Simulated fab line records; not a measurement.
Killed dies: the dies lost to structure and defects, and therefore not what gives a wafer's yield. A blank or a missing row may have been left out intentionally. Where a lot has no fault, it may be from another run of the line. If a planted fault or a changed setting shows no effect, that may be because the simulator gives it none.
fab line records    flow gf180mcu
record: lots: 5  wafers: 23
route steps=602 shown CONTACT@309 M1@327 V1@337 M2@364 M3@412 M4@456
start-h: hours from the record's first day to the start of the lot's first wafer shown    wait-h: hours from the lot's prior step to this one    " as in the row above    L1.1+2: one row covering several wafers at once    - no value, or no start given    * or withheld: withheld    < > ~ a bound
route shown NAME@n: a module of which the file shows steps, and the number in the route of the first    usual: average and standard deviation across the fault-free wafers    same: alike in all rows    chamber/n: place in a boat    sites: each site's reading    _std_site: standard deviation across them    _edge_site: inner sites' mean taken away from outer sites' mean    radius-mm: how far each site lies from the wafer's centre    mask NAME#n: copy n    behind: tool/chamber where the wafer was last shaped    hold: why the lot went on hold/how many hours it stayed there/how the hold came to an end    device: names the non-switching transistor (n, p or np)    end of line: at the end of the route, the tests of the same wafers    a step without rows: its recipe alone    killed: the dies lost at the first sort to structure and to defects; this is not the yield of the wafer    map: dies across one wafer; x = killed, . = not, _ = none there
set.NAME: the setting the step ran with; set.NAME@STEP: the setting that earlier step ran with    model.NAME: the simulator's own value behind a step, which no gauge read
lots with deliberately changed settings; one table per step, one row per wafer
== steps ==
step: GF_CONTACT_SPUTTER_22
recipe: material: Ti  target-thk-nm: 15  chamber-pressure-pa: 5  power-w: 2500  substrate-temp-c: 200  time-s: 80.02
lot.wafer  tool            chamber  start-h  wait-h  set.time-s  model.Ti_of_CONTACT_SPUTTER_22.thk-nm
L074.1     pvd-sputter-04  -        350.54   0.0     80.02       14.92
L074.2     "               -        "        "       72.01       13.66
L074.4     "               -        "        "       80.02       14.94
L074.5     "               -        "        "       72.01       13.49
L074.6     "               -        "        "       80.02       15.04
L075.1     pvd-sputter-01  -        362.63   0.0     80.02       15.04
L075.5     "               -        "        "       80.02       15.02
L075.6     "               -        "        "       80.02       15
L078.1     pvd-sputter-01  -        411.36   0.0     69.66       13.19
L078.3     "               -        "        "       80.02       14.99
L078.4     "               -        "        "       80.02       14.88
L078.5     "               -        "        "       80.02       15.06
L078.6     "               -        "        "       69.66       13.26
L079.1     pvd-sputter-01  -        416.45   0.0     71.05       13.33
L079.3     "               -        "        "       80.02       14.77
L079.4     "               -        "        "       71.05       13.54
L079.5     "               -        "        "       80.02       15
L079.6     "               -        "        "       80.02       15.06
L085.1     pvd-sputter-03  -        470.06   0.0     84.9        15.76
L085.3     "               -        "        "       80.02       14.89
L085.4     "               -        "        "       80.02       14.87
L085.5     "               -        "        "       84.9        15.94
L085.6     "               -        "        "       80.02       14.86
step: GF_M1_PEB_12
recipe: peb-temp-c: 135  peb-time-s: 90  resist: KrF
lot.wafer       tool            chamber  start-h  wait-h  set.peb-temp-c
L074.1+2+4+5+6  litho-track-02  0        -        -       135
L075.1+5+6      litho-track-04  0        -        -       135
L078.1+3+4+5+6  litho-track-03  0        -        -       135
L079.1+6        litho-track-02  0        -        -       135
L079.3+4+5      "               0        "        "       138.3
L085.1+5+6      litho-track-04  0        -        -       132.8
L085.3+4        "               0        "        "       135
step: GF_M1_DEVELOP_13
recipe: develop-time-s: 60  dev-temp-c: 21
step: GF_M1_CD_MEAS_14
recipe: target-cd-nm: 230
usual: cd-nm: 229.6/1.2
lot.wafer  tool       chamber  start-h  wait-h  set.peb-temp-c@M1_PEB_12  cd-nm
L074.1     cd-sem-02  -        373.58   0.1     135                       227.9
L074.2     "          -        "        "       135                       227.7
L074.4     "          -        "        "       135                       228.8
L074.5     "          -        "        "       135                       228.1
L074.6     "          -        "        "       135                       228.2
L075.1     cd-sem-01  -        385.74   0.1     135                       229.9
L075.5     "          -        "        "       135                       228.9
L075.6     "          -        "        "       135                       229.1
L078.1     cd-sem-01  -        435.91   0.1     135                       230.9
L078.3     "          -        "        "       135                       230.5
L078.4     "          -        "        "       135                       230.9
L078.5     "          -        "        "       135                       230.8
L078.6     "          -        "        "       135                       231.5
L079.1     cd-sem-02  -        441.23   0.1     135                       229.6
L079.3     "          -        "        "       138.3                     221.7
L079.4     "          -        "        "       138.3                     222.6
L079.5     "          -        "        "       138.3                     222.2
L079.6     "          -        "        "       135                       229.3
L085.1     cd-sem-02  -        494.89   0.1     132.8                     236.7
L085.3     "          -        "        "       135                       230.9
L085.4     "          -        "        "       135                       230.3
L085.5     "          -        "        "       132.8                     237.1
L085.6     "          -        "        "       132.8                     237.9
step: GF_V1_CVD_02
recipe: material: SiO2  target-thk-nm: 850  precursor: TEOS  temp-c: 400  time-s: 94.851  rf-w: 600
lot.wafer  tool      chamber  start-h  wait-h  set.time-s  model.SiO2_of_V1_CVD_02.thk-nm
L074.1     pecvd-03  0        374.55   0.1     80.87       706.4
L074.2     "         2        "        "       94.851      840.1
L074.4     "         1        "        "       94.851      846.2
L074.5     "         2        "        "       94.851      843.6
L074.6     "         0        "        "       80.87       711.2
L075.1     pecvd-03  0        386.75   0.1     94.851      838.9
L075.5     "         2        "        "       94.851      852
L075.6     "         1        "        "       94.851      850.9
L078.1     pecvd-03  1        436.84   0.1     94.851      848.7
L078.3     "         2        "        "       109.1       971.8
L078.4     "         2        "        "       94.851      870.1
L078.5     "         0        "        "       94.851      862.7
L078.6     "         1        "        "       109.1       989.7
L079.1     pecvd-02  2        442.20   0.1     87.77       777.2
L079.3     "         1        "        "       94.851      844.7
L079.4     "         1        "        "       87.77       806.8
L079.5     "         2        "        "       94.851      856
L079.6     "         0        "        "       87.77       786.5
L085.1     pecvd-04  1        495.86   0.1     94.851      869.5
L085.3     "         0        "        "       107.8       969.4
L085.4     "         0        "        "       94.851      855.6
L085.5     "         2        "        "       107.8       987.4
L085.6     "         1        "        "       107.8       983.8
step: GF_V1_THK_MEAS_03
recipe: reads: SiO2_of_V1_CVD_02
usual: V1_CVD_02_THK: 852/12
lot.wafer  tool           chamber  start-h  wait-h  set.time-s@V1_CVD_02  V1_CVD_02_THK[nm]
L074.1     film-metro-03  -        374.62   0.0     80.87                 706
L074.2     "              -        "        "       94.851                839
L074.4     "              -        "        "       94.851                847
L074.5     "              -        "        "       94.851                844
L074.6     "              -        "        "       80.87                 711
L075.1     film-metro-01  -        386.82   0.0     94.851                839
L075.5     "              -        "        "       94.851                852
L075.6     "              -        "        "       94.851                852
L078.1     film-metro-02  -        436.91   0.0     94.851                849
L078.3     "              -        "        "       109.1                 972
L078.4     "              -        "        "       94.851                870
L078.5     "              -        "        "       94.851                863
L078.6     "              -        "        "       109.1                 990
L079.1     film-metro-01  -        442.27   0.0     87.77                 777
L079.3     "              -        "        "       94.851                845
L079.4     "              -        "        "       87.77                 807
L079.5     "              -        "        "       94.851                856
L079.6     "              -        "        "       87.77                 786
L085.1     film-metro-03  -        495.93   0.0     94.851                871
L085.3     "              -        "        "       107.8                 969
L085.4     "              -        "        "       94.851                856
L085.5     "              -        "        "       107.8                 987
L085.6     "              -        "        "       107.8                 983
step: GF_V1_CMP_04
recipe: material: SiO2  down-force-psi: 4  platen-rpm: 60  pad-velocity-m-s: 0.94248
usual: time-to-endpoint-s: 82/5.6
lot.wafer  tool    chamber  start-h  wait-h  set.leave-above-ref-nm  set.time-s@V1_CVD_02  time-to-endpoint-s  model.SiO2_of_V1_CVD_02.thk-nm
L074.2     cmp-02  3        374.68   0.0     632.5                   94.851                76                  630.9
L074.4     "       1        "        "       592.1                   94.851                98                  590.8
L074.1     "       2        "        "       632.5                   80.87                 23                  630.5
L074.5     "       3        "        "       592.1                   94.851                92                  591.2
L074.6     "       0        "        "       632.5                   80.87                 27                  631.4
L075.1     cmp-01  1        386.88   0.1     632.5                   94.851                73                  632.6
L075.5     "       1        "        "       632.5                   94.851                78                  632.8
L075.6     "       2        "        "       632.5                   94.851                81                  632.3
L078.1     cmp-01  3        436.99   0.1     632.5                   94.851                83                  633.6
L078.3     "       1        "        "       679.5                   109.1                 111                 678.3
L078.4     "       2        "        "       632.5                   94.851                91                  632.8
L078.6     "       3        "        "       679.5                   109.1                 122                 681
L078.5     "       0        "        "       679.5                   94.851                72                  680.1
L079.3     cmp-02  0        442.33   0.0     654.4                   94.851                69                  653.9
L079.1     "       1        "        "       654.4                   87.77                 48                  654.7
L079.4     "       2        "        "       632.5                   87.77                 61                  631.8
L079.5     "       0        "        "       654.4                   94.851                72                  654.3
L079.6     "       1        "        "       632.5                   87.77                 59                  632.8
L085.1     cmp-01  1        496.63   0.7     632.5                   94.851                85                  630.1
L085.4     "       2        "        "       632.5                   94.851                84                  631.6
L085.3     "       0        "        "       632.5                   107.8                 123                 633
L085.5     "       1        "        "       632.5                   107.8                 126                 630.6
L085.6     "       2        "        "       632.5                   107.8                 125                 632
step: GF_V1_ETCH_16
recipe: chemistry: N2/H2  target-depth-a: withheld  overetch-a: withheld  time-s: withheld  target: BARC  ion-energy-ev: 200  source-w: 500  bias-w: 100  pressure-mtorr: 30  n2-flow-sccm: 100  h2-flow-sccm: 200
lot.wafer       tool         chamber    start-h  wait-h  set.ion-energy-ev
L074.1+2+4+5+6  rie-diel-02  3,1,2,0,3  397.54   0.0     200
L075.1+5+6      rie-diel-01  1,3,0      410.52   0.0     200
L078.1+3+6      rie-diel-04  2,3,2      462.17   0.0     200
L078.4+5        "            1,3        "        "       220.6
L079.1+4+5      rie-diel-02  2,1,1      467.12   0.0     182.5
L079.3+6        "            3,0        "        "       200
L085.1+3+5      rie-diel-02  0,1,0      521.07   0.0     200
L085.4+6        "            2,3        "        "       182.3
step: GF_V1_ETCH_17
recipe: chemistry: C4F8/O2/Ar  mask-material: KrF  target: SiO2  stop-on: TiN  source-w: 1500  bias-w: 1200  pressure-mtorr: 40  c4f8-flow-sccm: withheld  O2_flow_sccm: 6  Ar_flow_sccm: 300  time-s: withheld  target-depth-a: 6300
usual: oes-product-au: 0.856/0.0037
lot.wafer  tool         chamber  start-h  wait-h  set.leave-above-ref-nm@V1_CMP_04  oes-product-au  model.V1.feature-depth-nm
L074.1     rie-diel-02  3        -        -       632.5                             0.851           630.5
L074.2     "            1        "        "       632.5                             0.855           630.9
L074.4     "            2        "        "       592.1                             0.827           590.8
L074.5     "            0        "        "       592.1                             0.830           591.2
L074.6     "            3        "        "       632.5                             0.855           631.4
L075.1     rie-diel-01  1        -        -       632.5                             0.854           632.6
L075.5     "            3        "        "       632.5                             0.855           632.8
L075.6     "            0        "        "       632.5                             0.854           632.3
L078.1     rie-diel-04  2        -        -       632.5                             0.849           633.6
L078.3     "            3        "        "       679.5                             0.896           678.3
L078.4     "            1        "        "       632.5                             0.854           632.8
L078.5     "            3        "        "       679.5                             0.893           680.1
L078.6     "            2        "        "       679.5                             0.891           681.1
L079.1     rie-diel-02  2        -        -       654.4                             0.876           654.7
L079.3     "            3        "        "       654.4                             0.874           653.9
L079.4     "            1        "        "       632.5                             0.859           631.8
L079.5     "            1        "        "       654.4                             0.878           654.3
L079.6     "            0        "        "       632.5                             0.853           632.8
L085.1     rie-diel-02  0        -        -       632.5                             0.859           630.1
L085.3     "            1        "        "       632.5                             0.858           633
L085.4     "            2        "        "       632.5                             0.859           631.6
L085.5     "            0        "        "       632.5                             0.853           630.6
L085.6     "            3        "        "       632.5                             0.852           632
step: GF_M2_SPUTTER_02
recipe: material: AlCu  target-thk-nm: 450  power-w: 10600  time-s: 23.9  chamber-pressure-pa: 0.4
lot.wafer  tool            chamber  start-h  wait-h  set.power-w  model.AlCu_of_M2_SPUTTER_02.thk-nm
L074.1     pvd-sputter-02  -        399.15   0.0     10600        453
L074.2     "               -        "        "       10600        452.1
L074.4     "               -        "        "       10600        444.8
L074.5     "               -        "        "       10600        440.1
L074.6     "               -        "        "       10600        441
L075.1     pvd-sputter-02  -        412.02   0.0     10600        446.1
L075.5     "               -        "        "       10600        447.2
L075.6     "               -        "        "       10600        448.8
L078.1     pvd-sputter-02  -        463.70   0.0     10600        444.4
L078.3     "               -        "        "       11630        478.1
L078.4     "               -        "        "       11630        489.7
L078.5     "               -        "        "       11630        490.6
L078.6     "               -        "        "       10600        444.7
L079.1     pvd-sputter-01  -        468.62   0.0     10600        449
L079.3     "               -        "        "       10600        446.2
L079.4     "               -        "        "       10600        451.5
L079.5     "               -        "        "       10600        451.8
L079.6     "               -        "        "       10600        448.6
L085.1     pvd-sputter-02  -        522.56   0.0     9660         395.5
L085.3     "               -        "        "       10600        436.6
L085.4     "               -        "        "       10600        439.6
L085.5     "               -        "        "       10600        431.6
L085.6     "               -        "        "       9660         397.6
step: GF_M2_SPUTTER_03
recipe: material: Ti  target-thk-nm: 10  substrate-temp-c: 300  chamber-pressure-pa: 0.3  power-w: 3000  time-s: 6.7
step: GF_M2_SPUTTER_04
recipe: material: TiN  target-thk-nm: 50  power-w: 6500  time-s: 41.7  chamber-pressure-pa: 0.4127
step: GF_M2_RS_MEAS_05
recipe: thk-meas-gauge: four-point-probe  reads: TiN_of_M2_SPUTTER_04+Ti_of_M2_SPUTTER_03+AlCu_of_M2_SPUTTER_02+TiN_of_M2_SPUTTER_01+Ti_of_M2_SPUTTER_00
usual: M2_ALCU_RS: 0.0702/0.0011
lot.wafer  tool           chamber  start-h  wait-h  set.power-w@M2_SPUTTER_02  M2_ALCU_RS[ohm/sq]
L074.1     film-metro-03  -        399.24   0.0     10600                      0.0689
L074.2     "              -        "        "       10600                      0.0691
L074.4     "              -        "        "       10600                      0.0704
L074.5     "              -        "        "       10600                      0.0711
L074.6     "              -        "        "       10600                      0.0709
L075.1     film-metro-01  -        412.11   0.0     10600                      0.0701
L075.5     "              -        "        "       10600                      0.0698
L075.6     "              -        "        "       10600                      0.0696
L078.1     film-metro-01  -        463.79   0.0     10600                      0.0702
L078.3     "              -        "        "       11630                      0.0654
L078.4     "              -        "        "       11630                      0.0638
L078.5     "              -        "        "       11630                      0.0637
L078.6     "              -        "        "       10600                      0.0703
L079.1     film-metro-04  -        468.71   0.0     10600                      0.0697
L079.3     "              -        "        "       10600                      0.0702
L079.4     "              -        "        "       10600                      0.0694
L079.5     "              -        "        "       10600                      0.0694
L079.6     "              -        "        "       10600                      0.0698
L085.1     film-metro-01  -        522.65   0.0     9660                       0.0793
L085.3     "              -        "        "       10600                      0.0717
L085.4     "              -        "        "       10600                      0.0711
L085.5     "              -        "        "       10600                      0.0726
L085.6     "              -        "        "       9660                       0.0788
step: GF_M2_THK_MEAS_06
recipe: thk-meas-gauge: xrf  reads: AlCu_of_M2_SPUTTER_02
usual: M2_ALCU_THK: 447/7.9
lot.wafer  tool           chamber  start-h  wait-h  set.power-w@M2_SPUTTER_02  M2_ALCU_THK[nm]
L074.1     film-metro-03  -        399.36   0.1     10600                      451
L074.2     "              -        "        "       10600                      452
L074.4     "              -        "        "       10600                      444
L074.5     "              -        "        "       10600                      439
L074.6     "              -        "        "       10600                      441
L075.1     film-metro-01  -        412.23   0.1     10600                      448
L075.5     "              -        "        "       10600                      448
L075.6     "              -        "        "       10600                      447
L078.1     film-metro-01  -        463.91   0.1     10600                      446
L078.3     "              -        "        "       11630                      481
L078.4     "              -        "        "       11630                      490
L078.5     "              -        "        "       11630                      491
L078.6     "              -        "        "       10600                      447
L079.1     film-metro-04  -        468.83   0.1     10600                      449
L079.3     "              -        "        "       10600                      446
L079.4     "              -        "        "       10600                      452
L079.5     "              -        "        "       10600                      452
L079.6     "              -        "        "       10600                      449
L085.1     film-metro-01  -        522.77   0.1     9660                       395
L085.3     "              -        "        "       10600                      435
L085.4     "              -        "        "       10600                      438
L085.5     "              -        "        "       10600                      429
L085.6     "              -        "        "       9660                       397
step: GF_M2_COAT_09
recipe: resist: KrF  spin-rpm: withheld  resist-thk-nm: 1000
lot.wafer  tool            chamber  start-h  wait-h  set.resist-thk-nm  model.KrF_of_M2_COAT_09.thk-nm
L074.1     litho-track-02  0        410.63   0.1     1000               998.5
L074.2     "               0        "        "       1000               999.1
L074.4     "               0        "        "       1000               1001
L074.5     "               0        "        "       1000               996.9
L074.6     "               0        "        "       1000               998.2
L075.1     litho-track-02  0        423.23   0.1     1000               1000
L075.5     "               0        "        "       1000               1002
L075.6     "               0        "        "       1000               1001
L078.1     litho-track-01  0        476.12   0.1     950.3              951
L078.3+4   "               0        "        "       950.3              -
L078.5     "               0        "        "       1000               -
L078.6     "               0        "        "       1000               1002
L079.1     litho-track-03  0        480.51   0.1     1000               1004
L079.3     "               0        "        "       1000               1005
L079.4     "               0        "        "       1000               1003
L079.5     "               0        "        "       961.1              965
L079.6     "               0        "        "       961.1              962.6
L085.1     litho-track-02  0        533.78   0.1     1000               -
L085.3     "               0        "        "       1000               995.1
L085.4     "               0        "        "       1000               996.8
L085.5     "               0        "        "       1034               1030
L085.6     "               0        "        "       1034               -
step: GF_M2_SOFTBAKE_10
recipe: temp-c: 130  time-s: 60  resist: KrF
step: GF_M2_EXPOSE_11
recipe: mask-id: Metal2  target-cd-nm: 280  na: 0.68  source-shape: conventional  sigma-outer: 0.6  dose-mj: 28
step: GF_M2_METAL_ETCH_16
recipe: chemistry: Cl2/BCl3  mask-material: KrF  target-depth-nm: 627.5  stop-on: SiO2  pressure-mtorr: 8  icp-w: 800  bias-w: 140  Cl2_flow_sccm: 80  bcl3-flow-sccm: 40  time-s: 104.6
usual: oes-product-au: 0.966/0.0083
lot.wafer  tool          chamber  start-h  wait-h  set.power-w@M2_SPUTTER_02  oes-product-au
L074.1     rie-metal-04  1        422.47   0.0     10600                      0.970
L074.2     "             0        "        "       10600                      0.970
L074.4     "             0        "        "       10600                      0.956
L074.5     "             0        "        "       10600                      0.956
L074.6     "             1        "        "       10600                      0.967
L075.1     rie-metal-04  0        435.71   0.0     10600                      0.963
L075.5     "             0        "        "       10600                      0.964
L075.6     "             1        "        "       10600                      0.970
L078.1     rie-metal-04  1        487.86   0.0     10600                      0.966
L078.3     "             0        "        "       11630                      0.994
L078.4     "             1        "        "       11630                      0.989
L078.5     "             1        "        "       11630                      0.984
L078.6     "             0        "        "       10600                      0.961
L079.1     rie-metal-02  1        493.14   0.0     10600                      0.977
L079.3     "             1        "        "       10600                      0.970
L079.4     "             0        "        "       10600                      0.980
L079.5     "             0        "        "       10600                      0.979
L079.6     "             1        "        "       10600                      0.973
L085.1     rie-metal-02  0        546.42   0.0     9660                       0.915
L085.3     "             0        "        "       10600                      0.953
L085.4     "             0        "        "       10600                      0.963
L085.5     "             0        "        "       10600                      0.954
L085.6     "             0        "        "       9660                       0.919
step: GF_M2_STRIP_17
recipe: chemistry: O2/N2  power-w: 1400  pressure-mtorr: 1500  platen-temp-c: 250  o2-flow-sccm: 3000  n2-flow-sccm: 300  overash-fraction: 0.5
usual: oes-product-au: 0.558/0.0046  strip-time-to-endpoint-s: 7.87/0.041
lot.wafer  tool             chamber  start-h  wait-h  set.resist-thk-nm@M2_COAT_09  oes-product-au  strip-time-to-endpoint-s
L074.1     plasma-asher-04  1        422.58   0.1     1000                          0.553           7.82
L074.2     "                0        "        "       1000                          0.557           7.88
L074.4     "                1        "        "       1000                          0.560           7.88
L074.5     "                1        "        "       1000                          0.559           7.84
L074.6     "                0        "        "       1000                          0.553           7.82
L075.1     plasma-asher-04  1        435.83   0.1     1000                          0.548           7.89
L075.5     "                0        "        "       1000                          0.556           7.89
L075.6     "                1        "        "       1000                          0.559           7.86
L078.1     plasma-asher-04  1        487.98   0.1     950.3                         0.547           7.41
L078.3     "                0        "        "       950.3                         0.538           7.38
L078.4     "                1        "        "       950.3                         0.539           7.45
L078.5     "                0        "        "       1000                          0.553           7.89
L078.6     "                1        "        "       1000                          0.556           7.90
L079.1     plasma-asher-03  0        493.25   0.1     1000                          0.560           7.88
L079.3     "                0        "        "       1000                          0.562           7.90
L079.4     "                1        "        "       1000                          0.560           7.89
L079.5     "                0        "        "       961.1                         0.537           7.54
L079.6     "                1        "        "       961.1                         0.539           7.49
L085.1     plasma-asher-01  1        546.65   0.2     1000                          0.555           7.90
L085.3     "                1        "        "       1000                          0.562           7.90
L085.4     "                0        "        "       1000                          0.553           7.89
L085.5     "                1        "        "       1034                          0.577           8.25
L085.6     "                0        "        "       1034                          0.570           8.29
step: GF_M3_SPUTTER_03
recipe: material: Ti  target-thk-nm: 10  substrate-temp-c: 300  chamber-pressure-pa: 0.3  power-w: 3000  time-s: 6.7
lot.wafer  tool            chamber  start-h  wait-h  set.time-s  model.Ti_of_M3_SPUTTER_03.thk-nm
L074.1     pvd-sputter-02  -        449.74   0.0     6.7         10.29
L074.2     "               -        "        "       6.037       9.149
L074.4     "               -        "        "       6.037       9.212
L074.5     "               -        "        "       6.7         10.2
L074.6     "               -        "        "       6.7         10.24
L075.1     pvd-sputter-03  -        463.13   0.0     6.7         9.87
L075.5     "               -        "        "       6.7         10.09
L075.6     "               -        "        "       6.7         9.935
L078.1     pvd-sputter-01  -        514.71   0.0     6.7         10.08
L078.3     "               -        "        "       6.7         10.02
L078.4     "               -        "        "       5.774       8.747
L078.5     "               -        "        "       5.774       8.701
L078.6     "               -        "        "       6.7         10.15
L079.1     pvd-sputter-02  -        520.28   0.0     6.7         10.03
L079.3     "               -        "        "       7.365       11.05
L079.4     "               -        "        "       6.7         10.21
L079.5     "               -        "        "       7.365       11.1
L079.6     "               -        "        "       6.7         10.18
L085.1+6   pvd-sputter-02  -        570.99   0.0     7.074       10.44
L085.3     "               -        "        "       7.074       10.42
L085.4     "               -        "        "       6.7         9.911
L085.5     "               -        "        "       6.7         9.91
step: GF_M4_SPUTTER_00
recipe: material: Ti  target-thk-nm: 37.5  arriving-ion-energy-ev: 80  substrate-temp-c: 200  chamber-pressure-pa: 2  power-w: 4000  time-s: 150
lot.wafer  tool            chamber  start-h  wait-h  set.power-w  model.Ti_of_M4_SPUTTER_00.thk-nm
L074.1     pvd-sputter-04  -        500.75   0.2     4000         38.14
L074.2     "               -        "        "       4000         38.28
L074.4     "               -        "        "       4351         41.75
L074.5     "               -        "        "       4351         42.04
L074.6     "               -        "        "       4351         41.45
L075.1     pvd-sputter-01  -        513.34   0.1     4000         37.83
L075.5     "               -        "        "       4000         37.42
L075.6     "               -        "        "       4000         37.35
L078.1     pvd-sputter-02  -        563.23   0.1     4371         40.91
L078.3     "               -        "        "       4000         37
L078.4     "               -        "        "       4000         37.46
L078.5     "               -        "        "       4371         40.78
L078.6     "               -        "        "       4000         37.1
L079.1     pvd-sputter-01  -        569.46   0.2     4244         39.33
L079.3     "               -        "        "       4000         37.38
L079.4     "               -        "        "       4000         37.73
L079.5     "               -        "        "       4000         37.69
L079.6     "               -        "        "       4244         39.76
L085.1     pvd-sputter-02  -        616.13   0.1     4293         40.33
L085.3     "               -        "        "       4293         40.65
L085.4     "               -        "        "       4000         38.09
L085.5     "               -        "        "       4293         40.59
L085.6     "               -        "        "       4000         37.82
== key ==
split: step: GF_CONTACT_SPUTTER_22  setting: time-s  stated: 80.02  by: wafer
response: step: GF_CONTACT_SPUTTER_22  reading: model.Ti_of_CONTACT_SPUTTER_22.thk-nm  change: +0.138  per: 1%  r: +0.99
split: step: GF_M1_PEB_12  setting: peb-temp-c  stated: 135  by: wafer
response: step: GF_M1_CD_MEAS_14  reading: cd-nm  change: -3.3  per: 1%  r: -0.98
split: step: GF_V1_CVD_02  setting: time-s  stated: 94.851  by: wafer
response: step: GF_V1_CVD_02  reading: model.SiO2_of_V1_CVD_02.thk-nm  change: +8.53  per: 1%  r: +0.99
response: step: GF_V1_THK_MEAS_03  reading: V1_CVD_02_THK  change: +8.53  per: 1%  r: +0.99
response: step: GF_V1_CMP_04  reading: time-to-endpoint-s  change: *  per: 1%  r: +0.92
split: step: GF_V1_CMP_04  setting: leave-above-ref-nm  stated: 632.5  by: wafer
response: step: GF_V1_CMP_04  reading: model.SiO2_of_V1_CVD_02.thk-nm  change: +6.27  per: 1%  r: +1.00
response: step: GF_V1_ETCH_17  reading: oes-product-au  change: +0.005  per: 1%  r: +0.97
response: step: GF_V1_ETCH_17  reading: model.V1.feature-depth-nm  change: +6.27  per: 1%  r: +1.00
response: step: GF_V1_CMP_04  reading: time-to-endpoint-s  slope: *  per: 1%  together-with: time-s@V1_CVD_02  explained: 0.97
split: step: GF_V1_ETCH_16  setting: ion-energy-ev  stated: 200  by: wafer
response none clear
split: step: GF_M2_SPUTTER_02  setting: power-w  stated: 10600  by: wafer
response: step: GF_M2_SPUTTER_02  reading: model.AlCu_of_M2_SPUTTER_02.thk-nm  change: +4.35  per: 1%  r: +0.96
response: step: GF_M2_RS_MEAS_05  reading: M2_ALCU_RS  change: -0.000705  per: 1%  r: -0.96
response: step: GF_M2_THK_MEAS_06  reading: M2_ALCU_THK  change: +4.23  per: 1%  r: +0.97
response: step: GF_M2_METAL_ETCH_16  reading: oes-product-au  change: +0.00345  per: 1%  r: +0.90
split: step: GF_M2_COAT_09  setting: resist-thk-nm  stated: 1000  by: wafer
response: step: GF_M2_COAT_09  reading: model.KrF_of_M2_COAT_09.thk-nm  change: +10.3  per: 1%  r: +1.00
response: step: GF_M2_STRIP_17  reading: oes-product-au  change: +0.00412  per: 1%  r: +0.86
response: step: GF_M2_STRIP_17  reading: strip-time-to-endpoint-s  change: *  per: 1%  r: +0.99
split: step: GF_M3_SPUTTER_03  setting: time-s  stated: 6.7  by: wafer
response: step: GF_M3_SPUTTER_03  reading: model.Ti_of_M3_SPUTTER_03.thk-nm  change: +0.0993  per: 1%  r: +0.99
split: step: GF_M4_SPUTTER_00  setting: power-w  stated: 4000  by: wafer
response: step: GF_M4_SPUTTER_00  reading: model.Ti_of_M4_SPUTTER_00.thk-nm  change: +0.376  per: 1%  r: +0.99
